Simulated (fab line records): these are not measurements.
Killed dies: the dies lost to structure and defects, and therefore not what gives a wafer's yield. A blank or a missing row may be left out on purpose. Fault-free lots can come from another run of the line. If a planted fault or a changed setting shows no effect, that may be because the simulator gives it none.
Struck lot and sound lot, side by side ; flow sky130 ; 15 steps out of a route of 708
Sound: the wafers L749.3, L749.4, L749.6. Wafers L754.1, L754.3, L754.6 were the ones struck. Last of all comes the cause.
Per side, at each step with rows, come the tool, then ch with its chambers, and then its first start. Under that, the readings that differ: sound wafers ; struck wafers ; difference of the means ; sigmas: that difference in standard deviations of wafers without a fault.
alike: a reading whose means differ by less than 2 such deviations, as well as words and numbers matching on both sides. not compared: withheld readings; readings where some wafer has no value; bounds like >300 that might hide an equal value; numbers whose values overlap and for which the record gives no deviation.
A row with sigmas, a row that says differs or no value, or rows on one side alone: a step with any of these is where the two part. Non-overlapping numbers with no deviation appear without sigmas and do not part them. A reading that every wafer of one side lacks parts them only if that side has two wafers or more.

first, 7 steps without rows for these wafers: SKY_LDD_LDN_DEHYDRATE_00 (time 60 s); SKY_LDD_LDN_HMDS_01 (prime time 60 s); SKY_LDD_LDN_COAT_02 (resist thk 1140 nm); SKY_LDD_LDN_SOFTBAKE_03 (time 60 s); SKY_LDD_LDN_EXPOSE_04 (exposes mask LDNTM, target cd 700 nm); SKY_LDD_LDN_PEB_05; SKY_LDD_LDN_DEVELOP_06 (develop time 60 s).
SKY_LDD_LDN_OVL_MEAS_07:
  sound: overlay-01 at day 23 00:22; struck: overlay-01 at day 24 20:20
  alike: LDD_LDN_OVL
then, 4 steps without rows for these wafers: SKY_LDD_LDN_IMPLANT_08; SKY_LDD_LDN_IMPLANT_09; SKY_LDD_LDN_IMPLANT_10; SKY_LDD_LDN_IMPLANT_11.
SKY_LDD_LDN_STRIP_12: strips in O2/N2.
  sound on plasmaAsher-02 ch 0,1, day 23 01:01; struck on plasmaAsher-02 ch 0,1, day 24 20:58
  no value came back on the struck wafers for chamberPressureMTorr (mTorr), drypumpMotorCurrentA (A), oesProductAu (a.u.), stripTimeToEndpointS (s); on the sound wafers chamberPressureMTorr (mTorr) reads 1498.0 1498.8 1498.4
reading;sound;struck;difference;sigmas
model.NOVOLAK_of_LDD_LDN_COAT_02.thkNm (nm);0 0 0;1146 1144 1145;+1145;
  not compared: rfHoursCounterH
SKY_LDD_LDN_TW_MEAS_13:
  sound: filmMetro-02 at day 23 01:06; struck: filmMetro-01 at day 24 21:04
  alike: LDD_LDN_TW
-- here the record skips 23 days between the struck wafers' starts before and after, leaving off in module LDD_LDN and picking up in module PAD_OPEN (first step shown: number 708 of the route) --
SKY_PAD_OPEN_PROBE_99:
  sound: prober-02 at day 46 06:11; struck: prober-02 at day 47 09:51
reading;sound;struck;difference;sigmas
killedAtFrontEnd;15 22 14;424 427 403;+401;+93
killedDies;82 94 81;492 492 492;+406;+45
killedOnRim;12 25 14;96 96 96;+79;+21
  alike: killed_at_M0_to_M3, killed_at_M4_up, killedAtContacts, killedAtOther, killedOpen, killedShort

## WHERE THEY PART
Last at SKY_PAD_OPEN_PROBE_99 as far as this record goes, first at SKY_LDD_LDN_STRIP_12.

WHY: the cause the simulator had injected
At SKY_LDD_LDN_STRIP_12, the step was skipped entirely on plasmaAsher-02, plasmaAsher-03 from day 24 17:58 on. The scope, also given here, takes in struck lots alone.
